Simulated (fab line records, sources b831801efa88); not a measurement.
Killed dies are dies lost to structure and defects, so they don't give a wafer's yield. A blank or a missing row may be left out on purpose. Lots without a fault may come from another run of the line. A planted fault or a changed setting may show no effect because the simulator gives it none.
A struck lot beside a sound one | flow gf180mcu | 14 steps out of a route of 602
Sound: wafers L386.1, L386.3, L386.4. Struck: wafers L396.1, L396.4, L396.6. The cause comes at the end.
At each step with rows: each side's tool, then ch and its chambers, then its first start. Under that, the readings that differ: sound wafers | struck wafers | difference of the means | sigmas: that difference in standard deviations of wafers without a fault.
alike: readings whose means differ by less than 2 such deviations, and words and numbers that are the same on both sides. not compared: withheld readings, readings that some wafer has no value for, bounds like >300 that may hide the same value, and numbers for which the record gives no deviation and whose values overlap.
The two part at a step that has a row with sigmas, a row that says differs or no value, or rows on one side only. Numbers that don't overlap but have no deviation are shown without sigmas and don't part them. A reading that every wafer of one side lacks parts them only if that side has two wafers or more.

first, 4 steps without rows for these wafers: GF_V2_SOFTBAKE_10 (time 60 s); GF_V2_EXPOSE_11 (exposes mask Via2, target cd 260 nm); GF_V2_PEB_12 (peb time 90 s); GF_V2_DEVELOP_13 (develop time 60 s).
GF_V2_CD_MEAS_14: target cd 260 nm.
  sound on cd_sem-02, day 20 09:01; struck on cd_sem-02, day 24 12:34
  reading    | sound             | struck            | difference | sigmas
  cd_nm (nm) | 258.8 259.0 258.4 | 261.2 262.5 261.1 | +2.9       | +2
GF_V2_OVL_MEAS_15:
  sound on overlay-01, day 20 09:08; struck on overlay-01, day 24 12:41
  alike: V2_OVL
GF_V2_ETCH_16: etches BARC in N2/H2.
  sound on rie_diel-03 ch 1,2,3, day 20 09:10; struck on rie_diel-04 ch 0,1,3, day 24 12:43
  alike: drypump_motor_current_A, oes_product_au, throttle_valve_pct
GF_V2_ETCH_17: etches SiO2 in C4F8/O2/Ar, stops on TiN, target depth 630 nm.
  sound on rie_diel-03 ch 1,2,3; struck on rie_diel-04 ch 0,1,3
  alike: oes_product_au
GF_V2_STRIP_18: strips in O2/N2.
  sound on plasma_asher-01 ch 0,1, day 20 09:18; struck on plasma_asher-02 ch 0,1, day 24 12:51
  alike: drypump_motor_current_A, heater_power_w, oes_product_au
  not compared: rf_hours_counter_h
then, 2 steps without rows for these wafers: GF_V2_STRIP_19 (strips in post etch residue remover, time 1200 s); GF_V2_CLEAN_20 (cleans in DIW).
GF_V2_SPUTTER_21: material Ti, target thk 15 nm, time 80.02 s.
  sound on pvd_sputter-04, day 20 09:50; struck on pvd_sputter-02, day 24 13:23
  alike: cathode_dc_power_W, chamber_pressure_pa, throttle_valve_pct
GF_V2_SPUTTER_22: material TiN, target thk 10 nm, time 40 s.
  sound on pvd_sputter-04, day 20 09:55; struck on pvd_sputter-02, day 24 13:27
  no value came back on the struck wafers for cathode_dc_power_W (W), chamber_pressure_pa (Pa), throttle_valve_pct (%); on the sound wafers cathode_dc_power_W (W) reads 3998.0 4000.7 3999.8
GF_V2_CVD_23: deposits W, target thk 350 nm, time 104.94 s.
  sound on cvd_w-02 ch 0,1, day 20 09:56; struck on cvd_w-02 ch 0,1, day 24 13:29
  alike: heater_power_w

WHERE THEY PART
First at GF_V2_CD_MEAS_14; last, within this record, at GF_V2_SPUTTER_22. Later steps at which nothing parts them and some readings are alike: GF_V2_CVD_23.

WHY: what the simulator had put in
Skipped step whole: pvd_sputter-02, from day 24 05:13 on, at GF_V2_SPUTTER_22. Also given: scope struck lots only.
